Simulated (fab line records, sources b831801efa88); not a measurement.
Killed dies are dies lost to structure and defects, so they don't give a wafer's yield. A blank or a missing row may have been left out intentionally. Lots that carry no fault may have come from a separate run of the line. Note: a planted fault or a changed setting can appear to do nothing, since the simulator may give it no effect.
Matching of chambers + flow sky130 + 4 sister chambers for SKY_FIELD_ISO_ETCH_14 on rieDiel-04
The step etches BARC in N2/H2, stops on SiO2, time 45.9 s, target depth 60 nm. 8 wafers are shown with their chamber, then 7 later ones without.

== WAFERS, EACH WITH ITS CHAMBER ==
| wafer  | chamber | drypumpMotorCurrentA (A) | throttleValvePct (%) |
|--------|---------|--------------------------|----------------------|
| L854.5 | 1       | 5.0                      | 13.211               |
| L855.1 | 3       | 5.5                      | 13.233               |
| L859.5 | 2       | 5.7                      | 13.221               |
| L861.4 | 2       | 5.7                      | 13.234               |
| L861.5 | 3       | 5.4                      | 13.210               |
| L861.6 | 0       | 5.5                      | 13.221               |
| L863.2 | 0       | 5.6                      | 13.220               |
| L863.3 | 1       | 5.0                      | 13.217               |

== WAFERS MISSING THEIR CHAMBER ==
| wafer  | drypumpMotorCurrentA (A) | throttleValvePct (%) |
|--------|--------------------------|----------------------|
| L863.6 | 5.7                      | 13.226               |
| L866.3 | 5.0                      | 13.224               |
| L866.4 | 5.5                      | 13.216               |
| L866.6 | 5.0                      | 13.228               |
| L872.2 | 5.5                      | 13.219               |
| L872.3 | 5.5                      | 13.237               |
| L872.4 | 5.7                      | 13.224               |

== THE CHAMBER EACH PASSED THROUGH ==
| wafer  | from the rows above     | in truth |
|--------|-------------------------|----------|
| L863.6 | 2                       | 2        |
| L866.3 | 1                       | 1        |
| L866.4 | can't be placed: 0 or 3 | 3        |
| L866.6 | 1                       | 1        |
| L872.2 | can't be placed: 0 or 3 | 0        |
| L872.3 | can't be placed: 3 or 0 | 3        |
| L872.4 | 2                       | 2        |
Correct placement for 4 of the 7. Unplaceable from these rows: 3, with the true chamber sitting among the candidates in 3. 0 placed wrongly.
How it was worked out, from the rows above alone: a wafer's distance from a chamber is the root of the sum, over the readings, of the square of ((its reading less the chamber's mean) divided by the reading's scatter). The wafer belongs to the nearest chamber; if the next one is less than 2 further off, it can't be placed. The mean given for a chamber averages the wafers shown for that chamber. The scatter: take each reading less its chamber's mean, square it, sum over the shown wafers, divide by the number of wafers less the number of chambers, and take the root.
